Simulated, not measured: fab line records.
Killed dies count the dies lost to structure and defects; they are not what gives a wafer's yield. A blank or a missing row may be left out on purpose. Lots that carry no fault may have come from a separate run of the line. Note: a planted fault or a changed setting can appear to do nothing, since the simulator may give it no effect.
fab line records	flow sky130
[record] lots = 24	wafers = 72	last_day = 50
route steps=708 shown METAL3@569 VIA3@586 METAL4@629 METAL5@661 PASSIVATION@693
lots untouched by any fault: they come from a run of this same line in which no faults occurred
start_h: hours from the record's opening day to when the first of the lot's shown wafers began	wait_h: time in hours since the lot's previous step	" unchanged from the row above	L1.1+2: a single row standing in for several wafers	- no value, or no start was given	* or withheld: withheld	< > ~ a bound
route shown NAME@n: names a module that has steps shown in the file, with the first one's number in the route	usual: mean/standard deviation of fault-free wafers	same: alike in all rows	chamber/n: place in a boat	sites: per-site readings	_std_site: their standard deviation	_edge_site: inner sites' mean taken away from outer sites' mean	radius_mm: for every site, how far away it sits from the centre of the wafer	mask NAME#n: copy n	behind: tool/chamber where the wafer was last shaped	hold: what put the lot on hold/how long, in hours/how the hold closed	device: transistor that didn't switch, given as n, p or np	end of line: the same wafers' tests at the end of the route	a step given without rows: its recipe and nothing more	killed: dies lost to structure and defects at the first sort, not the wafer's yield	map: a wafer's dies, marking killed ones x, the rest . and places with no die _
set.NAME: the setting that was run; set.NAME@STEP: the one run at that earlier step	model.NAME: the simulator's own value behind a step, which no gauge read
the route's steps for a sample of lots (tables are steps, rows are wafers)
services: when a tool's chamber went out of use (start_h, in hours from the record's first day, below 0 if earlier), for how many hours, and the reason
[[steps]]
[step SKY_METAL3_STRIP_19]
[recipe] chemistry = O2/N2	power_w = 1400	pressure_mtorr = 1500	platen_temp_c = withheld	o2_flow_sccm = 3000	n2_flow_sccm = 300	overash_fraction = 0.5
[usual] drypump_motor_current_A = 5.9/0.5	oes_product_au = 0.501/0.0061	strip_time_to_endpoint_s = 6.50/0.11
lot.wafer	tool	chamber	start_h	wait_h	drypump_motor_current_A	oes_product_au	rf_hours_counter_h	strip_time_to_endpoint_s
L076.4	plasma_asher-03	1	920.50	0.1	5.1	0.508	-	6.53
L076.5	"	0	"	"	6.1	0.501	-	6.51
L076.6	"	1	"	"	5.1	0.504	-	6.64
L075.1	plasma_asher-01	0	921.30	0.1	6.6	0.496	82	6.32
L075.5	"	0	"	"	6.6	0.499	-	6.56
L075.6	"	1	"	"	5.5	0.484	-	6.26
L074.2	plasma_asher-01	0	922.05	0.1	6.6	0.503	82	6.33
L074.3	"	0	"	"	6.6	0.497	-	6.44
L074.4	"	1	"	"	5.5	0.499	-	6.35
L077.3	plasma_asher-01	1	922.95	0.1	5.5	0.504	-	6.65
L077.5	"	0	"	"	6.6	0.507	-	6.64
L077.6	"	1	"	"	5.5	0.506	-	6.57
L078.1	plasma_asher-03	0	931.01	0.1	6.1	0.516	109	6.72
L078.2	"	1	"	"	5.1	0.511	109	6.62
L078.3	"	1	"	"	5.1	0.509	-	6.69
L079.1	plasma_asher-03	1	940.38	0.3	5.1	0.498	110	6.32
L079.3	"	1	"	"	5.1	0.494	-	6.37
L079.6	"	1	"	"	5.0	0.492	-	6.32
L080.3	plasma_asher-04	0	947.42	0.2	5.7	0.491	-	6.40
L080.4	"	1	"	"	6.1	0.496	-	6.40
L080.6	"	0	"	"	5.8	0.501	-	6.38
L081.1	plasma_asher-04	0	956.11	0.1	5.8	0.498	21	6.46
L081.3	"	0	"	"	5.8	0.491	-	6.36
L081.6	"	0	"	"	5.8	0.492	-	6.38
L082.1	plasma_asher-03	0	965.25	0.1	6.1	0.486	112	6.42
L082.4	"	0	"	"	6.1	0.501	-	6.51
L082.5	"	1	"	"	5.1	0.493	-	6.37
L083.4	plasma_asher-03	0	970.69	0.1	6.1	0.498	-	6.36
L083.5	"	0	"	"	6.1	0.499	-	6.54
L083.6	"	1	"	"	5.0	0.497	-	6.42
L084.3	plasma_asher-01	0	978.56	0.2	6.6	0.493	-	6.40
L084.4	"	1	"	"	5.5	0.495	-	6.40
L084.5	"	1	"	"	5.5	0.494	-	6.39
L085.2	plasma_asher-04	0	978.65	0.1	5.7	0.501	24	6.61
L085.4	"	0	"	"	5.8	0.499	-	6.60
L085.6	"	1	"	"	6.1	0.513	-	6.66
L086.2	plasma_asher-04	0	990.01	0.2	5.8	0.495	25	6.42
L086.3	"	0	"	"	5.8	0.491	-	6.46
L086.6	"	0	"	"	5.8	0.503	-	6.50
L087.2	plasma_asher-03	0	998.73	0.2	6.1	0.503	114	6.68
L087.3	"	0	"	"	6.1	0.507	-	6.61
L087.5	"	0	"	"	6.1	0.505	-	6.64
L088.4	plasma_asher-04	0	1006.30	0.1	5.7	0.503	-	6.72
L088.5	"	1	"	"	6.1	0.501	-	6.71
L088.6	"	0	"	"	5.8	0.508	-	6.67
L089.1	plasma_asher-04	0	1010.59	0.3	5.8	0.502	27	6.41
L089.3	"	0	"	"	5.8	0.498	-	6.43
L089.4	"	1	"	"	6.1	0.502	-	6.38
L090.1	plasma_asher-03	0	1013.31	0.1	6.1	0.502	116	6.58
L090.2	"	1	"	"	5.0	0.496	116	6.46
L090.5	"	0	"	"	6.1	0.505	-	6.47
L093.1	plasma_asher-01	0	1048.96	0.1	6.6	0.511	95	6.51
L093.3	"	1	"	"	5.5	0.499	-	6.50
L093.5	"	0	"	"	6.6	0.504	-	6.55
L094.2	plasma_asher-01	1	1050.51	0.1	5.5	0.496	95	6.36
L094.4	"	0	"	"	6.6	0.493	-	6.39
L094.6	"	0	"	"	6.6	0.503	-	6.45
L091.1	plasma_asher-04	1	1051.15	0.1	6.1	0.511	31	6.56
L091.2	"	0	"	"	5.7	0.509	31	6.64
L091.3	"	1	"	"	6.1	0.497	-	6.55
L095.2	plasma_asher-03	1	1052.40	0.1	5.1	0.502	120	6.51
L095.4	"	1	"	"	5.1	0.500	-	6.58
L095.6	"	1	"	"	5.1	0.511	-	6.61
L092.2	plasma_asher-04	1	1054.31	0.1	6.0	0.499	32	6.50
L092.3	"	0	"	"	5.7	0.494	-	6.49
L092.5	"	1	"	"	6.1	0.497	-	6.44
L096.1	plasma_asher-01	0	1054.85	0.1	6.6	0.505	96	6.54
L096.4	"	1	"	"	5.5	0.507	-	6.61
L096.5	"	1	"	"	5.5	0.511	-	6.61
L097.1	plasma_asher-01	1	1059.40	0.1	5.5	0.501	96	6.60
L097.2	"	0	"	"	6.7	0.501	96	6.62
L097.4	"	1	"	"	5.5	0.504	-	6.58
[step SKY_VIA3_OVL_MEAS_13]
[usual] VIA3_OVL = 3/4.9
lot.wafer	tool	chamber	start_h	wait_h	VIA3_OVL[nm]
L076.4	overlay-01	-	946.87	0.1	-2
L076.5	"	-	"	"	-1
L076.6	"	-	"	"	-2
L075.1	overlay-02	-	947.57	0.1	4
L075.5	"	-	"	"	3
L075.6	"	-	"	"	10
L074.2	overlay-01	-	948.31	0.1	10
L074.3	"	-	"	"	5
L074.4	"	-	"	"	8
L077.3	overlay-01	-	949.25	0.1	1
L077.5	"	-	"	"	2
L077.6	"	-	"	"	-1
L078.1	overlay-01	-	957.17	0.1	3
L078.2	"	-	"	"	5
L078.3	"	-	"	"	5
L079.1	overlay-02	-	966.19	0.1	2
L079.3	"	-	"	"	0
L079.6	"	-	"	"	8
L080.3	overlay-02	-	972.55	0.1	-7
L080.4	"	-	"	"	-8
L080.6	"	-	"	"	1
L081.1	overlay-02	-	981.74	0.1	10
L081.3	"	-	"	"	10
L081.6	"	-	"	"	2
L082.1	overlay-02	-	990.50	0.1	10
L082.4	"	-	"	"	-2
L082.5	"	-	"	"	12
L083.4	overlay-01	-	996.73	0.1	-2
L083.5	"	-	"	"	3
L083.6	"	-	"	"	0
L084.3	overlay-02	-	1003.88	0.1	-4
L084.4	"	-	"	"	7
L084.5	"	-	"	"	4
L085.2	overlay-01	-	1004.16	0.1	1
L085.4	"	-	"	"	-4
L085.6	"	-	"	"	-1
L086.2	overlay-01	-	1015.16	0.1	4
L086.3	"	-	"	"	3
L086.6	"	-	"	"	8
L087.2	overlay-02	-	1023.11	0.1	0
L087.3	"	-	"	"	4
L087.5	"	-	"	"	6
L088.4	overlay-01	-	1030.46	0.1	10
L088.5	"	-	"	"	6
L088.6	"	-	"	"	10
L089.1	overlay-02	-	1033.95	0.1	13
L089.3	"	-	"	"	9
L089.4	"	-	"	"	4
L090.1	overlay-02	-	1036.70	0.1	0
L090.2	"	-	"	"	0
L090.5	"	-	"	"	-1
L093.1	overlay-02	-	1071.67	0.1	-1
L093.3	"	-	"	"	3
L093.5	"	-	"	"	-2
L094.2	overlay-01	-	1073.80	0.1	7
L094.4	"	-	"	"	8
L094.6	"	-	"	"	7
L091.1	overlay-02	-	1073.92	0.1	8
L091.2	"	-	"	"	6
L091.3	"	-	"	"	-7
L095.2	overlay-01	-	1075.61	0.1	1
L095.4	"	-	"	"	2
L095.6	"	-	"	"	3
L092.2	overlay-02	-	1076.97	0.1	1
L092.3	"	-	"	"	2
L092.5	"	-	"	"	2
L096.1	overlay-01	-	1078.09	0.1	1
L096.4	"	-	"	"	6
L096.5	"	-	"	"	0
L097.1	overlay-01	-	1081.74	0.1	5
L097.2	"	-	"	"	5
L097.4	"	-	"	"	10
[step SKY_METAL4_CD_MEAS_13]
[recipe] target_cd_nm = 300
[usual] cd_nm = 299.9/1.3
lot.wafer	tool	chamber	start_h	wait_h	cd_nm
L076.4	cd_sem-01	-	998.48	-	299.6
L076.5	"	-	"	"	299.2
L076.6	"	-	"	"	297.8
L075.1	cd_sem-02	-	999.40	-	301.9
L075.5	"	-	"	"	300.8
L075.6	"	-	"	"	300.1
L074.2	cd_sem-02	-	1000.24	-	299.5
L074.3	"	-	"	"	300.1
L074.4	"	-	"	"	299.4
L077.3	cd_sem-01	-	1000.76	-	299.7
L077.5	"	-	"	"	301.7
L077.6	"	-	"	"	301.4
L078.1	cd_sem-01	-	1008.17	-	298.3
L078.2	"	-	"	"	297.2
L078.3	"	-	"	"	297.2
L079.1	cd_sem-01	-	1016.52	-	300.4
L079.3	"	-	"	"	301.5
L079.6	"	-	"	"	301.4
L080.3	cd_sem-02	-	1022.99	-	301.0
L080.4	"	-	"	"	300.3
L080.6	"	-	"	"	301.2
L081.1	cd_sem-01	-	1031.60	-	300.5
L081.3	"	-	"	"	301.7
L081.6	"	-	"	"	299.8
L082.1	cd_sem-02	-	1037.70	-	300.2
L082.4	"	-	"	"	299.8
L082.5	"	-	"	"	301.4
L083.4	cd_sem-02	-	1045.51	-	300.8
L083.5	"	-	"	"	300.0
L083.6	"	-	"	"	300.7
L084.3	cd_sem-01	-	1049.21	-	297.9
L084.4	"	-	"	"	299.3
L084.5	"	-	"	"	298.3
L085.2	cd_sem-02	-	1049.54	-	299.6
L085.4	"	-	"	"	299.9
L085.6	"	-	"	"	298.9
L086.2	cd_sem-01	-	1059.47	-	297.0
L086.3	"	-	"	"	298.3
L086.6	"	-	"	"	298.2
L087.2	cd_sem-01	-	1068.64	-	299.8
L087.3	"	-	"	"	301.4
L087.5	"	-	"	"	298.6
L088.4	cd_sem-02	-	1073.51	-	300.6
L088.5	"	-	"	"	299.7
L088.6	"	-	"	"	300.4
L089.1	cd_sem-02	-	1078.67	-	298.4
L089.3	"	-	"	"	300.0
L089.4	"	-	"	"	298.4
L090.1	cd_sem-02	-	1088.07	-	299.0
L090.2	"	-	"	"	299.2
L090.5	"	-	"	"	299.0
L093.1	cd_sem-01	-	1115.32	-	301.5
L093.3	"	-	"	"	300.7
L093.5	"	-	"	"	300.5
L094.2	cd_sem-02	-	1117.99	-	299.4
L094.4	"	-	"	"	301.0
L094.6	"	-	"	"	300.1
L091.1	cd_sem-01	-	1118.32	-	302.2
L091.2	"	-	"	"	299.5
L091.3	"	-	"	"	300.4
L095.2	cd_sem-01	-	1119.59	-	299.7
L095.4	"	-	"	"	298.9
L095.6	"	-	"	"	298.9
L092.2	cd_sem-02	-	1120.94	-	301.4
L092.3	"	-	"	"	302.4
L092.5	"	-	"	"	302.6
L096.1	cd_sem-02	-	1121.27	-	300.6
L096.4	"	-	"	"	299.1
L096.5	"	-	"	"	300.9
L097.1	cd_sem-01	-	1124.25	-	300.7
L097.2	"	-	"	"	302.5
L097.4	"	-	"	"	300.2
[step SKY_METAL4_METAL_ETCH_18]
[recipe] target_depth_a = 8450	stop_on = SiO2	over_etch_frac = 0.3	time_s = 183.1	chemistry = Cl2/BCl3	resist_sidewall_deg = 88	pressure_mtorr = 10	icp_w = 900	bias_w = 48.5	Cl2_flow_sccm = 60	bcl3_flow_sccm = 30
[usual] drypump_motor_current_A = 5.7/0.45	oes_product_au = 0.867/0.0071	throttle_valve_pct = 22.263/0.0081
[same] over_etch_frac = 0.3
lot.wafer	tool	chamber	start_h	wait_h	drypump_motor_current_A	oes_product_au	rf_hours_counter_h	throttle_valve_pct
L076.4	rie_metal-04	0	998.78	0.1	6.1	0.867	-	22.272
L076.5	"	1	"	"	6.0	0.872	-	22.256
L076.6	"	0	"	"	6.1	0.859	-	22.251
L075.1	rie_metal-01	1	999.70	0.0	6.3	0.865	11	22.259
L075.5	"	0	"	"	5.9	0.865	-	22.274
L075.6	"	1	"	"	6.3	0.872	-	22.270
L074.2	rie_metal-01	0	1000.52	0.0	5.9	0.865	2	22.261
L074.3	"	1	"	"	6.3	0.878	-	22.275
L074.4	"	0	"	"	5.9	0.857	-	22.261
L077.3	rie_metal-04	1	1001.09	0.1	5.9	0.866	-	22.274
L077.5	"	1	"	"	5.9	0.870	-	22.267
L077.6	"	0	"	"	6.1	0.856	-	22.267
L078.1	rie_metal-03	1	1008.60	0.0	5.3	0.868	9	22.256
L078.2	"	0	"	"	5.0	0.867	6	22.268
L078.3	"	1	"	"	5.3	0.864	-	22.260
L079.1	rie_metal-03	1	1016.82	0.0	5.3	0.872	10	22.245
L079.3	"	1	"	"	5.3	0.872	-	22.263
L079.6	"	0	"	"	5.0	0.880	-	22.270
L080.3	rie_metal-01	0	1023.31	0.1	5.9	0.868	-	22.259
L080.4	"	1	"	"	6.3	0.855	-	22.250
L080.6	"	0	"	"	5.9	0.872	-	22.259
L081.1	rie_metal-01	0	1031.90	0.0	5.9	0.871	4	22.276
L081.3	"	1	"	"	6.2	0.863	-	22.260
L081.6	"	0	"	"	5.9	0.869	-	22.243
L082.1	rie_metal-04	0	1038.00	0.0	6.0	0.859	20	22.257
L082.4	"	1	"	"	5.9	0.870	-	22.253
L082.5	"	0	"	"	6.0	0.864	-	22.260
L083.4	rie_metal-04	0	1045.81	0.1	6.1	0.864	-	22.253
L083.5	"	0	"	"	6.1	0.867	-	22.256
L083.6	"	1	"	"	5.9	0.855	-	22.248
L084.3	rie_metal-04	0	1049.54	0.1	6.1	0.876	-	22.277
L084.4	"	1	"	"	5.9	0.876	-	22.253
L084.5	"	1	"	"	5.9	0.866	-	22.260
L085.2	rie_metal-04	0	1049.83	0.0	6.1	0.867	21	22.266
L085.4	"	1	"	"	5.9	0.860	-	22.270
L085.6	"	1	"	"	5.9	0.870	-	22.271
L086.2	rie_metal-04	0	1059.75	0.0	6.1	0.861	22	22.272
L086.3	"	1	"	"	5.9	0.877	-	22.247
L086.6	"	1	"	"	5.9	0.869	-	22.268
L087.2	rie_metal-01	1	1068.92	0.0	6.2	0.858	15	22.263
L087.3	"	0	"	"	5.9	0.856	-	22.279
L087.5	"	0	"	"	5.9	0.856	-	22.273
L088.4	rie_metal-01	1	1073.81	0.1	6.3	0.873	-	22.262
L088.5	"	0	"	"	5.9	0.874	-	22.265
L088.6	"	1	"	"	6.3	0.859	-	22.257
L089.1	rie_metal-03	1	1078.98	0.0	5.3	0.871	14	22.269
L089.3	"	0	"	"	5.0	0.872	-	22.270
L089.4	"	1	"	"	5.2	0.879	-	22.252
L090.1	rie_metal-01	0	1088.37	0.0	5.9	0.860	7	22.273
L090.2	"	1	"	"	6.3	0.859	16	22.269
L090.5	"	1	"	"	6.3	0.866	-	22.270
L093.1	rie_metal-03	0	1115.63	0.0	5.0	0.870	13	22.255
L093.3	"	1	"	"	5.2	0.866	-	22.266
L093.5	"	1	"	"	5.3	0.869	-	22.267
L094.2	rie_metal-03	0	1118.28	0.0	5.0	0.864	14	22.243
L094.4	"	1	"	"	5.3	0.879	-	22.277
L094.6	"	0	"	"	5.0	0.858	-	22.245
L091.1	rie_metal-03	0	1118.63	0.0	5.0	0.862	14	22.257
L091.2	"	1	"	"	5.3	0.864	17	22.268
L091.3	"	0	"	"	5.0	0.859	-	22.253
L095.2	rie_metal-01	1	1119.87	0.0	6.3	0.867	19	22.256
L095.4	"	0	"	"	5.9	0.868	-	22.255
L095.6	"	1	"	"	6.3	0.880	-	22.267
L092.2	rie_metal-01	0	1121.22	0.0	5.9	0.847	10	22.261
L092.3	"	1	"	"	6.3	0.866	-	22.263
L092.5	"	0	"	"	5.9	0.869	-	22.257
L096.1	rie_metal-03	1	1121.57	0.0	5.2	0.860	18	22.269
L096.4	"	0	"	"	5.0	0.869	-	22.259
L096.5	"	0	"	"	5.0	0.862	-	22.252
L097.1	rie_metal-03	0	1124.55	0.0	5.0	0.880	15	22.266
L097.2	"	1	"	"	5.3	0.860	18	22.268
L097.4	"	0	"	"	5.0	0.857	-	22.261
[step SKY_METAL5_SPUTTER_00]
[recipe] material = Ti	target_thk_nm = 15	power_w = 3000	time_s = 10	chamber_pressure_pa = 0.4
[usual] throttle_valve_pct = 30.0/0.9
lot.wafer	tool	chamber	start_h	wait_h	throttle_valve_pct
L076.4	pvd_sputter-04	-	1024.03	0.2	27.9
L076.5	"	-	"	"	29.3
L076.6	"	-	"	"	28.2
L075.1	pvd_sputter-04	-	1027.11	0.1	30.0
L075.5	"	-	"	"	31.2
L075.6	"	-	"	"	30.1
L074.2	pvd_sputter-02	-	1027.41	0.1	31.5
L074.3	"	-	"	"	30.3
L074.4	"	-	"	"	30.2
L077.3	pvd_sputter-03	-	1027.71	0.2	29.8
L077.5	"	-	"	"	30.1
L077.6	"	-	"	"	30.2
L078.1	pvd_sputter-04	-	1034.07	0.2	28.3
L078.2	"	-	"	"	29.1
L078.3	"	-	"	"	31.1
L079.1	pvd_sputter-04	-	1046.97	0.1	28.3
L079.3	"	-	"	"	30.0
L079.6	"	-	"	"	28.1
L080.3	pvd_sputter-04	-	1048.77	0.1	29.9
L080.4	"	-	"	"	29.3
L080.6	"	-	"	"	30.3
L081.1	pvd_sputter-02	-	1054.22	0.1	30.0
L081.3	"	-	"	"	30.4
L081.6	"	-	"	"	31.0
L082.1	pvd_sputter-04	-	1067.83	0.2	28.5
L082.4	"	-	"	"	31.2
L082.5	"	-	"	"	30.3
L083.4	pvd_sputter-04	-	1071.41	0.2	31.3
L083.5	"	-	"	"	30.4
L083.6	"	-	"	"	28.1
L084.3	pvd_sputter-02	-	1073.60	0.2	30.6
L084.4	"	-	"	"	31.1
L084.5	"	-	"	"	31.3
L085.2	pvd_sputter-04	-	1073.92	0.2	31.3
L085.4	"	-	"	"	31.0
L085.6	"	-	"	"	28.1
L086.2	pvd_sputter-02	-	1083.82	0.1	30.2
L086.3	"	-	"	"	30.1
L086.6	"	-	"	"	30.1
L087.2	pvd_sputter-04	-	1093.09	0.1	30.9
L087.3	"	-	"	"	30.2
L087.5	"	-	"	"	29.7
L088.4	pvd_sputter-03	-	1097.85	0.2	29.8
L088.5	"	-	"	"	29.9
L088.6	"	-	"	"	29.7
L089.1	pvd_sputter-02	-	1102.50	0.2	31.3
L089.3	"	-	"	"	30.2
L089.4	"	-	"	"	30.5
L090.1	pvd_sputter-02	-	1111.26	0.2	31.0
L090.2	"	-	"	"	30.5
L090.5	"	-	"	"	31.0
L093.1	pvd_sputter-03	-	1137.56	0.1	30.4
L093.3	"	-	"	"	30.0
L093.5	"	-	"	"	29.7
L094.2	pvd_sputter-04	-	1141.57	0.2	28.1
L094.4	"	-	"	"	30.1
L094.6	"	-	"	"	29.4
L091.1	pvd_sputter-02	-	1142.47	0.2	30.4
L091.2	"	-	"	"	31.3
L091.3	"	-	"	"	30.5
L095.2	pvd_sputter-03	-	1142.77	0.1	29.5
L095.4	"	-	"	"	29.7
L095.6	"	-	"	"	30.0
L092.2	pvd_sputter-04	-	1144.57	0.2	31.3
L092.3	"	-	"	"	30.1
L092.5	"	-	"	"	31.5
L096.1	pvd_sputter-03	-	1144.87	0.2	30.5
L096.4	"	-	"	"	30.3
L096.5	"	-	"	"	29.6
L097.1	pvd_sputter-04	-	1146.67	0.1	29.9
L097.2	"	-	"	"	29.7
L097.4	"	-	"	"	28.2
[step SKY_PASSIVATION_STRIP_12]
[recipe] chemistry = O2/N2	power_w = 1400	pressure_mtorr = 1500	platen_temp_c = withheld	overash_fraction = 0.7	o2_flow_sccm = 3000	n2_flow_sccm = 300
[usual] drypump_motor_current_A = 5.6/0.6	oes_product_au = 0.661/0.0045	strip_time_to_endpoint_s = 31.60/0.15
lot.wafer	tool	chamber	start_h	wait_h	drypump_motor_current_A	oes_product_au	rf_hours_counter_h	strip_time_to_endpoint_s
L076.4	plasma_asher-01	1	1068.67	0.1	5.5	0.673	-	31.63
L076.5	"	1	"	"	5.5	0.667	-	31.59
L076.6	"	0	"	"	6.6	0.660	-	31.62
L075.1	plasma_asher-02	1	1071.02	0.1	5.6	0.655	60	31.47
L075.5	"	0	"	"	4.9	0.660	-	31.41
L075.6	"	1	"	"	5.5	0.659	-	31.52
L074.2	plasma_asher-03	0	1071.30	0.1	6.1	0.659	1	31.42
L074.3	"	1	"	"	5.1	0.665	-	31.48
L074.4	"	0	"	"	6.1	0.666	-	31.45
L077.3	plasma_asher-02	1	1071.41	0.1	5.5	0.657	-	31.83
L077.5	"	0	"	"	4.9	0.650	-	31.88
L077.6	"	1	"	"	5.5	0.657	-	31.62
L078.1	plasma_asher-01	0	1077.02	0.1	6.7	0.661	98	32.01
L078.2	"	1	"	"	5.5	0.662	98	31.71
L078.3	"	0	"	"	6.6	0.661	-	31.60
L079.1	plasma_asher-01	0	1090.64	0.1	6.6	0.662	99	31.71
L079.3	"	1	"	"	5.5	0.663	-	31.36
L079.6	"	1	"	"	5.5	0.664	-	31.83
L080.3	plasma_asher-03	0	1092.52	0.1	6.1	0.661	-	31.56
L080.4	"	1	"	"	5.1	0.669	-	31.59
L080.6	"	1	"	"	5.1	0.660	-	31.44
L081.1	plasma_asher-03	1	1098.54	0.1	5.1	0.664	4	31.79
L081.3	"	0	"	"	6.1	0.659	-	31.53
L081.6	"	0	"	"	6.1	0.658	-	31.45
L082.1	plasma_asher-01	1	1110.97	0.1	5.5	0.657	101	31.36
L082.4	"	0	"	"	6.6	0.663	-	31.48
L082.5	"	0	"	"	6.6	0.664	-	31.50
L083.4	plasma_asher-01	0	1114.54	0.1	6.6	0.660	-	31.89
L083.5	"	1	"	"	5.5	0.665	-	31.61
L083.6	"	0	"	"	6.6	0.660	-	31.43
L084.3	plasma_asher-02	1	1116.46	0.1	5.6	0.662	-	31.62
L084.4	"	0	"	"	4.9	0.664	-	31.90
L084.5	"	1	"	"	5.6	0.658	-	31.59
L085.2	plasma_asher-03	1	1117.09	0.1	5.1	0.656	6	31.52
L085.4	"	0	"	"	6.1	0.657	-	31.46
L085.6	"	1	"	"	5.1	0.662	-	31.47
L086.2	plasma_asher-02	0	1124.70	0.1	4.9	0.655	64	31.82
L086.3	"	1	"	"	5.5	0.663	-	31.56
L086.6	"	1	"	"	5.5	0.648	-	31.53
L087.2	plasma_asher-03	1	1133.74	0.1	5.1	0.659	7	31.59
L087.3	"	1	"	"	5.1	0.659	-	31.50
L087.5	"	1	"	"	5.1	0.660	-	31.69
L088.4	plasma_asher-01	1	1139.54	0.1	5.5	0.665	-	31.54
L088.5	"	1	"	"	5.5	0.663	-	31.34
L088.6	"	0	"	"	6.6	0.652	-	31.44
L089.1	plasma_asher-01	1	1143.54	0.1	5.5	0.670	104	31.55
L089.3	"	1	"	"	5.5	0.667	-	31.69
L089.4	"	0	"	"	6.6	0.661	-	31.53
L090.1	plasma_asher-02	0	1149.57	0.1	4.9	0.666	67	31.63
L090.2	"	1	"	"	5.6	0.656	67	31.58
L090.5	"	1	"	"	5.6	0.660	-	31.52
L093.1	plasma_asher-03	1	1173.29	0.1	5.1	0.668	12	31.72
L093.3	"	1	"	"	5.1	0.657	-	31.82
L093.5	"	0	"	"	6.1	0.658	-	31.85
L094.2	plasma_asher-01	0	1177.67	0.1	6.6	0.664	106	31.70
L094.4	"	0	"	"	6.6	0.670	-	31.70
L094.6	"	0	"	"	6.6	0.664	-	31.60
L091.1	plasma_asher-02	1	1177.75	0.1	5.6	0.668	70	31.55
L091.2	"	0	"	"	4.9	0.667	70	31.48
L091.3	"	1	"	"	5.6	0.665	-	31.63
L095.2	plasma_asher-01	0	1178.02	0.1	6.6	0.659	106	31.55
L095.4	"	1	"	"	5.5	0.659	-	31.49
L095.6	"	0	"	"	6.6	0.664	-	31.50
L092.2	plasma_asher-02	0	1179.79	0.1	4.9	0.668	70	31.87
L092.3	"	1	"	"	5.6	0.660	-	31.47
L092.5	"	0	"	"	4.9	0.667	-	31.58
L096.1	plasma_asher-03	0	1179.95	0.1	6.1	0.664	13	31.72
L096.4	"	0	"	"	6.1	0.660	-	31.82
L096.5	"	0	"	"	6.1	0.671	-	31.83
L097.1	plasma_asher-02	1	1182.34	0.1	5.5	0.665	70	31.67
L097.2	"	0	"	"	4.9	0.662	70	31.40
L097.4	"	0	"	"	4.9	0.666	-	31.59
[[services]]
tool	chamber	start_h	hours	kind
plasma_asher-04	-	920.58	3.0	repair
pvd_sputter-03	-	929.87	11.8	repair
plasma_asher-03	-	935.92	0.7	repair
plasma_asher-03	-	949.93	4.3	pm
pvd_sputter-02	-	956.01	14.5	repair
plasma_asher-01	-	957.01	2.8	pm
pvd_sputter-02	-	963.60	5.1	repair
rie_metal-03	-	966.93	0.8	repair
plasma_asher-03	-	974.69	5.6	repair
rie_metal-04	-	981.00	0.5	repair
pvd_sputter-03	-	988.25	3.6	repair
pvd_sputter-02	-	989.07	8.4	repair
rie_metal-01	0	996.18	1.5	repair
rie_metal-01	0	1008.00	4.2	repair
rie_metal-04	1	1041.60	2.9	repair
pvd_sputter-04	-	1044.65	2.2	repair
plasma_asher-02	-	1047.42	1.4	repair
plasma_asher-03	-	1055.25	9.0	pm
pvd_sputter-02	-	1067.07	2.8	repair
plasma_asher-02	-	1101.56	14.6	pm
plasma_asher-01	-	1124.13	13.3	repair
plasma_asher-01	-	1147.75	8.4	repair
plasma_asher-04	-	1165.18	2.8	pm
rie_metal-01	-	1165.49	0.4	repair
[[key]]
fault none
